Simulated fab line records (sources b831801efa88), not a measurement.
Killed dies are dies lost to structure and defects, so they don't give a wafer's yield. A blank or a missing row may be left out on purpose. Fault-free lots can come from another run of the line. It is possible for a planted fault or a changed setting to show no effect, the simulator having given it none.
Comparing a struck lot with a sound one + flow sky130 + 22 out of 708 route steps
Sound: the wafers L712.1, L712.5, L712.6. Struck: wafer L718.6 (left out: L718.3, L718.5 of the same lot, which were not struck); the cause appears at the end.
Each step with rows lists, per side, the tool, then ch with its chambers, then its first start. Under that, the readings that differ: sound wafers + struck wafers + difference of the means + sigmas: that difference in standard deviations of wafers without a fault.
alike: words and numbers the same on both sides, and readings whose means are apart by under 2 such deviations; not compared: readings that were withheld, readings missing a value for some wafer, numbers with overlapping values and no deviation given by the record, and bounds like >300 which may hide the same value.
Wherever a step has rows on one side only, a row that says differs or no value, or a row with sigmas, the two part there. Numbers that have no deviation but don't overlap get no sigmas and don't part them. A reading missing from all wafers of one side parts the sides only when that side holds two or more wafers.

SKY_SONOS_ONO_CD_MEAS_13: the cd target is 410 nm.
  sound on cd sem-01, day 15 13:28; struck on cd sem-02, day 17 19:22
  alike: cd nm
SKY_SONOS_ONO_OVL_MEAS_14:
  sound on overlay-02, day 15 13:35; struck on overlay-01, day 17 19:28
  alike: SONOS_ONO_OVL
SKY_SONOS_ONO_ETCH_15: etches the open film in CHF3/O2, target depth 19.52 nm, time 7.8 s.
  sound on rie diel-01 ch 0,1,2, day 15 13:37; struck on rie diel-01 ch 3, day 17 19:29
  alike: drypump motor current A, oes product au, throttle valve pct
  not compared: rf hours counter h
then, 1 step without rows for these wafers: SKY_SONOS_ONO_WET_ETCH_16 (etches SiO2 in dHF, target depth 14 nm, time 280 s).
SKY_SONOS_ONO_STRIP_17: strips in O2/N2.
  sound on plasma asher-02 ch 0,1, day 15 13:44; struck on plasma asher-02 ch 1, day 17 19:38
  alike: drypump motor current A, oes product au, strip time to endpoint s
  not compared: rf hours counter h
then, 3 steps without rows for these wafers: SKY_SONOS_ONO_WET_ETCH_18 (etches Si3N4 in H3PO4, target depth 15 nm, time 172 s); SKY_GATE_OXIDE_CLEAN_00 (cleans in SC1/SC2, time 150 s); SKY_GATE_OXIDE_OXIDATION_01 (stabilise 600 s, purge 300 s, target thk 10.268 nm).
SKY_GATE_OXIDE_THK_MEAS_02:
  sound on film metro-04, day 15 16:55; struck on film metro-01, day 17 23:17
  alike: GATE_OXIDE_OXIDATION_00_THK
then, 3 steps without rows for these wafers: SKY_GATE_OXIDE_DEHYDRATE_03 (time 60 s); SKY_GATE_OXIDE_HMDS_04 (prime time 60 s); SKY_GATE_OXIDE_COAT_05 (resist thk 1140 nm).
SKY_GATE_OXIDE_SOFTBAKE_06: time 60 s.
  sound on litho track-01 ch 0, day 16 07:14; struck on litho track-03 ch 0, day 18 13:53
| reading                  | sound             | struck | difference | sigmas      |
|--------------------------|-------------------|--------|------------|-------------|
| heater power total W (W) | 56.62 56.55 56.68 | 66.93  | +10.31     | +99 or more |
| run length s (s)         | 89.71 89.25 89.46 | 64.86  | -24.61     | -99 or more |
then, 2 steps without rows for these wafers: SKY_GATE_OXIDE_EXPOSE_07 (exposes mask LVOM, target cd 600 nm); SKY_GATE_OXIDE_PEB_08.
SKY_GATE_OXIDE_DEVELOP_09: develop time 60 s.
  sound on litho track-03 ch 0, day 16 20:11; struck on litho track-04 ch 0, day 19 04:55
| reading                                         | sound          | struck | difference | sigmas |
|-------------------------------------------------|----------------|--------|------------|--------|
| model.NOVOLAK_of_GATE_OXIDE_COAT_05.thk nm (nm) | 1141 1144 1141 | 1158   | +16        |        |
  alike: developer temp C
SKY_GATE_OXIDE_OVL_MEAS_10:
  sound on overlay-02, day 16 20:20; struck on overlay-01, day 19 05:01
  alike: GATE_OXIDE_OVL
then, 2 steps without rows for these wafers: SKY_GATE_OXIDE_IMPLANT_11; SKY_GATE_OXIDE_WET_ETCH_12 (etches SiO2 in dHF, target depth 16.8 nm, time 336 s).
SKY_GATE_OXIDE_STRIP_13: strips in O2/N2.
  sound on plasma asher-04 ch 0,1, day 16 20:37; struck on plasma asher-03 ch 0, day 19 05:20
| reading                      | sound             | struck | difference | sigmas |
|------------------------------|-------------------|--------|------------|--------|
| strip time to endpoint s (s) | 14.19 14.22 14.20 | 14.35  | +0.15      | +4     |
  alike: drypump motor current A, oes product au
  not compared: rf hours counter h
SKY_GATE_OXIDE_TW_MEAS_14:
  sound on film metro-03, day 16 20:43; struck on film metro-01, day 19 05:25
  alike: GATE_OXIDE_TW
-- a jump in the record: the struck wafers' starts before and after are 30 days apart (it breaks off in module GATE_OXIDE and resumes in module PAD_OPEN, where the first step shown is number 708 of the route) --
SKY_PAD_OPEN_PROBE_99:
  sound on prober-01, day 48 05:03; struck on prober-02, day 49 14:02
| reading      | sound    | struck | difference | sigmas |
|--------------|----------|--------|------------|--------|
| killed short | 49 38 40 | 57     | +15        | +2     |
  alike: killed_at_M0_to_M3, killed_at_M4_up, killed at contacts, killed at front end, killed at other, killed dies, killed open

== WHERE THEY PART ==
First at SKY_GATE_OXIDE_SOFTBAKE_06; last, within this record, at SKY_PAD_OPEN_PROBE_99.

WHY: what had been put in by the simulator
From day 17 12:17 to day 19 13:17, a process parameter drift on litho track-03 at SKY_GATE_OXIDE_SOFTBAKE_06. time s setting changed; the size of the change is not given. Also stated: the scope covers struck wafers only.
